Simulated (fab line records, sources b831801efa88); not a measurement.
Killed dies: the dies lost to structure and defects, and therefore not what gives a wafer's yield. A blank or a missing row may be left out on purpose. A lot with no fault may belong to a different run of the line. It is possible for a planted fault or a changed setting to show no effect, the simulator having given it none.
The tool behind it: which one? ; flow gf180mcu ; 13 lots, 39 wafers sampled, at 6 steps of a route of 602

== WHAT EACH GAUGE READ, for each wafer ==
GF_STI_THK_MEAS_04. Usual: STI_CVD_03_THK typically reads 207.0 nm, with standard deviation 2.5.
lot;measured;on;STI_CVD_03_THK (nm);flag
L574;day 2 00:34;filmMetro-02;205.8 204.3 206.6;
L575;day 2 05:19;filmMetro-02;206.0 206.8 207.0;
L576;day 2 10:33;filmMetro-02;202.9 204.3 203.3;
L579;day 3 03:25;filmMetro-04;210.9 211.0 212.4;
L582;day 3 16:26;filmMetro-04;205.5 206.9 207.8;
L585;day 4 06:34;filmMetro-01;206.3 204.9 203.6;
L587;day 4 17:29;filmMetro-02;206.5 207.4 208.3;
L588;day 4 21:34;filmMetro-04;210.4 211.1 209.8;
L590;day 5 08:16;filmMetro-02;206.6 205.0 203.6;
L591;day 5 12:34;filmMetro-04;208.7 207.8 209.7;
L592;day 5 17:45;filmMetro-04;210.3 209.2 211.5;
L593;day 5 22:34;filmMetro-01;207.2 209.5 205.8;
L594;day 6 03:34;filmMetro-01;205.1 204.5 204.1;

GF_STI_THK_MEAS_24. Usual: STI_CVD_23_THK typically reads 685 nm, with standard deviation 7.3.
lot;measured;on;STI_CVD_23_THK (nm);flag
L574;day 2 14:26;filmMetro-02;672 670 678;
L575;day 2 19:51;filmMetro-01;691 697 685;
L576;day 3 07:08;filmMetro-02;684 676 673;
L579;day 3 17:04;filmMetro-04;688 669 686;
L582;day 4 07:20;filmMetro-02;681 687 685;
L585;day 4 21:34;filmMetro-01;683 683 685;
L587;day 5 09:02;filmMetro-01;691 671 691;
L588;day 5 12:53;filmMetro-01;683 669 675;
L590;day 6 01:16;filmMetro-01;678 689 683;
L591;day 6 04:59;filmMetro-04;682 681 689;
L592;day 6 10:41;filmMetro-04;699 699 684;
L593;day 6 15:06;filmMetro-04;682 675 685;
L594;day 6 19:49;filmMetro-01;696 682 687;

GF_MVSD_OVL_MEAS_07. Usual: MVSD_OVL typically reads 0.6 nm, with standard deviation 1.7.
lot;measured;on;MVSD_OVL (nm);flag
L574;day 4 18:31;overlay-01;1.1 1.8 0.8;
L575;day 5 04:40;overlay-02;-2.6 -1.5 -1.8;
L576;day 5 20:26;overlay-02;1.7 1.6 2.4;
L579;day 6 04:34;overlay-01;1.2 -1.0 0.0;
L582;day 6 20:28;overlay-02;- - -;OFF
L585;day 7 12:06;overlay-01;1.4 1.6 2.2;
L587;day 7 23:44;overlay-01;3.6 2.8 1.4;
L588;day 8 05:17;overlay-02;-2.1 -1.3 -1.5;
L590;day 8 18:13;overlay-02;0.6 1.3 -0.3;
L591;day 8 22:59;overlay-01;-1.6 0.3 0.9;
L592;day 9 06:28;overlay-01;1.4 1.1 0.3;
L593;day 9 10:19;overlay-02;-2.2 -1.2 -2.0;
L594;day 9 17:09;overlay-01;1.5 0.5 2.0;

GF_MVSD_TW_MEAS_11. Usual: MVSD_TW typically reads 1595, with standard deviation 9.1.
lot;measured;on;MVSD_TW;flag
L574;day 4 18:58;filmMetro-02;1582 1582 1586;
L575;day 5 05:06;filmMetro-01;1602 1587 1596;
L576;day 5 20:53;filmMetro-03;1608 1595 1598;
L579;day 6 04:59;filmMetro-01;1593 1596 1596;
L582;day 6 20:54;filmMetro-03;30 30 30;OFF
L585;day 7 12:32;filmMetro-01;1592 1588 1595;
L587;day 8 00:11;filmMetro-01;1601 1599 1598;
L588;day 8 05:44;filmMetro-02;1598 1594 1586;
L590;day 8 18:38;filmMetro-03;1596 1601 1592;
L591;day 8 23:26;filmMetro-02;1577 1584 1596;
L592;day 9 06:53;filmMetro-01;1603 1608 1602;
L593;day 9 10:44;filmMetro-02;1591 1588 1589;
L594;day 9 17:35;filmMetro-03;1592 1597 1597;

GF_PSD_RS_MEAS_14: measures by four-point-probe. Usual: NSD_RS typically reads 46.03 ohm/sq, with standard deviation 0.1.
lot;measured;on;NSD_RS (ohm/sq);flag
L574;day 14 10:02;filmMetro-03;45.91 45.98 46.02;
L575;day 15 02:40;filmMetro-04;46.11 46.10 46.19;
L576;day 15 23:53;filmMetro-03;45.99 46.08 46.01;
L579;day 16 14:48;filmMetro-03;45.96 45.97 46.06;
L582;day 18 08:22;filmMetro-02;46.04 45.86 46.04;
L585;day 19 09:07;filmMetro-04;46.10 46.08 46.05;
L587;day 19 22:12;filmMetro-04;46.17 46.09 45.95;
L588;day 19 22:41;filmMetro-04;46.06 46.04 46.03;
L590;day 20 15:29;filmMetro-03;45.92 45.98 45.96;
L591;day 20 21:59;filmMetro-04;46.12 46.21 46.19;
L592;day 21 04:45;filmMetro-04;46.04 46.06 45.96;
L593;day 21 08:25;filmMetro-04;46.14 46.04 46.00;
L594;day 21 15:23;filmMetro-02;45.91 45.96 46.00;

== EACH LOT AND THE TOOL THAT RAN IT (in order: tool; ch and the chambers of the sampled wafers; start) ==
lot;GF_MVSD_EXPOSE_04
L574;ilineStepper-01 ch 0, day 4 12:03
L575;ilineStepper-02 ch 0, day 4 21:51
L576;ilineStepper-02 ch 0, day 5 13:24
L579;ilineStepper-01 ch 0, day 5 21:29
L582;ilineStepper-02 ch 0, day 6 13:08
L585;ilineStepper-01 ch 0, day 7 04:46
L587;ilineStepper-02 ch 0, day 7 16:43
L588;ilineStepper-02 ch 0, day 7 21:43
L590;ilineStepper-02 ch 0, day 8 10:11
L591;ilineStepper-02 ch 0, day 8 15:16
L592;ilineStepper-01 ch 0, day 8 22:02
L593;ilineStepper-02 ch 0, day 9 02:07
L594;ilineStepper-01 ch 0, day 9 08:32
- GF_MVSD_EXPOSE_04: exposes mask MVSD, target cd 1000 nm.

== AS READ BY THE TOOLS THEMSELVES (means over the sampled wafers that have a number; for cases with no such wafer, the mark the record gives instead) ==
The record holds no such reading with a usual standard deviation.

== THE ANSWER, worked out from the rows above alone ==
Rule: a lot counts as off when the mean over its wafers that have a number is more than 3 standard deviations away from the usual mean. Also off: a lot with no number at a reading for which 4 or more lots have one. Any other lot the step has rows for is counted as sound. Order of review: gauges by route order, followed by the tools' own readings, for which a lot's mean as printed above is used. The first step at which some lot is off is used, and at that step the reading that is off furthest; a lot without a number counts as furthest.
Off: L582, seen at GF_MVSD_OVL_MEAS_07 (MVSD_OVL). Without a number there: L582.
If a tool, at a process step before that reading, ran all the lots that are off and no sound lot after the first of them, it fits. The gauges at GF_MVSD_OVL_MEAS_07 aren't tried: what is off there is off at GF_MVSD_TW_MEAS_11 too, on other tools, and a gauge's error can't cause that. Not one of the candidates tried fits.

== WHAT HAD BEEN PUT IN BY THE SIMULATOR ==
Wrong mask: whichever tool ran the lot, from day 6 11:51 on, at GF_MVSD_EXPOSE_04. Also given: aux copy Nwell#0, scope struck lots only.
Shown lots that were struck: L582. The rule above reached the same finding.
